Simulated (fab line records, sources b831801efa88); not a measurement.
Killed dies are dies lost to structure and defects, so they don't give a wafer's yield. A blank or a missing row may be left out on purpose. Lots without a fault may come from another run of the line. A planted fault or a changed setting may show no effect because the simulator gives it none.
Chamber matching | flow gf180mcu | GF_POLY_GATE_ETCH_13 on rie_si-01: 4 sister chambers
The step etches poly-Si in HBr/Cl2, stops on SiO2, target depth 198.5 nm, time 69.6 s. 8 wafers are shown with their chamber, then 8 later ones without.

WAFERS WITH THEIR CHAMBER
wafer  | chamber | drypump_motor_current_A (A) | rf_fwd_power_W (W)
L169.5 | 1       | 6.4                         | 397.5
L170.1 | 3       | 6.1                         | 396.5
L170.2 | 2       | 6.1                         | 394.9
L170.3 | 0       | 5.2                         | 392.8
L174.1 | 3       | 6.1                         | 396.6
L174.3 | 1       | 6.4                         | 396.0
L174.4 | 0       | 5.3                         | 393.6
L177.3 | 2       | 6.1                         | 395.8

WAFERS WITHOUT THEIR CHAMBER
wafer  | drypump_motor_current_A (A) | rf_fwd_power_W (W)
L177.4 | 5.3                         | 396.1
L177.6 | 6.1                         | 396.0
L184.1 | 6.4                         | 397.6
L184.2 | 6.0                         | 394.7
L184.5 | 6.0                         | 395.2
L185.1 | 6.4                         | 395.9
L185.2 | 6.0                         | 393.4
L185.4 | 5.3                         | 395.3

WHICH CHAMBER EACH WENT THROUGH
wafer  | from the rows above     | in truth
L177.4 | 0                       | 0
L177.6 | can't be placed: 3 or 2 | 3
L184.1 | 1                       | 1
L184.2 | can't be placed: 2 or 3 | 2
L184.5 | can't be placed: 2 or 3 | 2
L185.1 | 1                       | 1
L185.2 | can't be placed: 2 or 3 | 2
L185.4 | 0                       | 0
Placed correctly: 4 of 8. Can't be placed from these rows: 4 (the true chamber is among the candidates in 4). Placed wrongly: 0.
How it was worked out, from the rows above alone: a wafer's distance from a chamber is the root of the sum, over the readings, of the square of ((its reading less the chamber's mean) divided by the reading's scatter). The wafer belongs to the nearest chamber; if the next one is less than 2 further off, it can't be placed. A chamber's mean is the mean of its shown wafers. The scatter: the root of (the sum of the squares of (reading less its chamber's mean) over the shown wafers, divided by (wafers less chambers)).
